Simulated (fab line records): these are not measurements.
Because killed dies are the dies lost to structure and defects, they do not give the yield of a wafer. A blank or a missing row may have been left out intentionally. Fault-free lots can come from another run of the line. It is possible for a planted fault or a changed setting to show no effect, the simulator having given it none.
One fault through the eyes of 2 desks | flow gf180mcu | every desk sees just its own numbers, and what lay behind them comes last

FOR THE TOOL OWNER'S DESK: plasmaAsher-02
The tool's own readings at GF_MVPSD_STRIP_10 (strips in O2/N2): means of the sampled wafers that have a number, for each lot that ran on this tool. If a lot's mean is further than 4 standard deviations from the usual mean, the lot is out of limits and carries the mark OUT (the distance appears in the brackets).
Columns: A = drypumpMotorCurrentA at GF_MVPSD_STRIP_10, usual 5.6 A; B = heaterPowerW at GF_MVPSD_STRIP_10, usual 299 W; C = n2FlowSccm at GF_MVPSD_STRIP_10, usual 300.0 sccm; D = oesProductAu at GF_MVPSD_STRIP_10, usual 0.722 a.u.; E = stripTimeToEndpointS at GF_MVPSD_STRIP_10, usual 37.06 s
lot  | first seen here | A   | B   | C     | D     | E
L898 | day 6 02:11     | 5.8 | 288 | 299.5 | 0.722 | 37.02
L899 | day 6 07:19     | 5.6 | 285 | 299.9 | 0.722 | 37.04
L903 | day 7 05:41     | 5.8 | 284 | 299.3 | 0.719 | 36.95
L904 | day 7 12:46     | 5.6 | 287 | 299.8 | 0.721 | 37.06
L908 | day 8 12:46     | 5.3 | 285 | 300.6 | 0.719 | 37.10
L916 | day 10 13:08    | 5.6 | 286 | 300.2 | 0.720 | 37.06
L917 | day 10 19:04    | 5.8 | 290 | 301.0 | 0.720 | 37.14
This desk's finding: nothing out of limits on any of the 7 lots.

AT THE METROLOGY DESK
What the gauges read, lot by lot, whatever tool the lot ran on: means of the sampled wafers that have a number. If a lot's mean is further than 4 standard deviations from the usual mean, the lot is out of limits and carries the mark OUT (the distance appears in the brackets).
Columns: A = V5_W_RS at GF_V5_RS_MEAS_24, usual 0.327 ohm/sq
lot  | first seen here | A
L895 | day 27 15:05    | 0.322
L898 | day 28 15:14    | 0.329
L899 | day 28 22:47    | 0.326
L901 | day 29 15:11    | 0.322
L902 | day 29 22:38    | 0.326
L903 | day 30 00:44    | 0.327
L904 | day 30 09:50    | 0.325
L906 | day 30 19:20    | 0.329
L907 | day 31 00:38    | 0.326
L908 | day 31 10:32    | 0.327
L914 | day 32 21:07    | 0.330
L916 | day 33 09:06    | 0.326
L917 | day 33 13:33    | 0.328
This desk's finding: nothing out of limits on any of the 13 lots.

ALL TOGETHER
Nothing out of limits was seen by the tool owner's desk.
Metrology desk: nothing out of limits seen.

WHAT THE SIMULATOR HAD PUT IN
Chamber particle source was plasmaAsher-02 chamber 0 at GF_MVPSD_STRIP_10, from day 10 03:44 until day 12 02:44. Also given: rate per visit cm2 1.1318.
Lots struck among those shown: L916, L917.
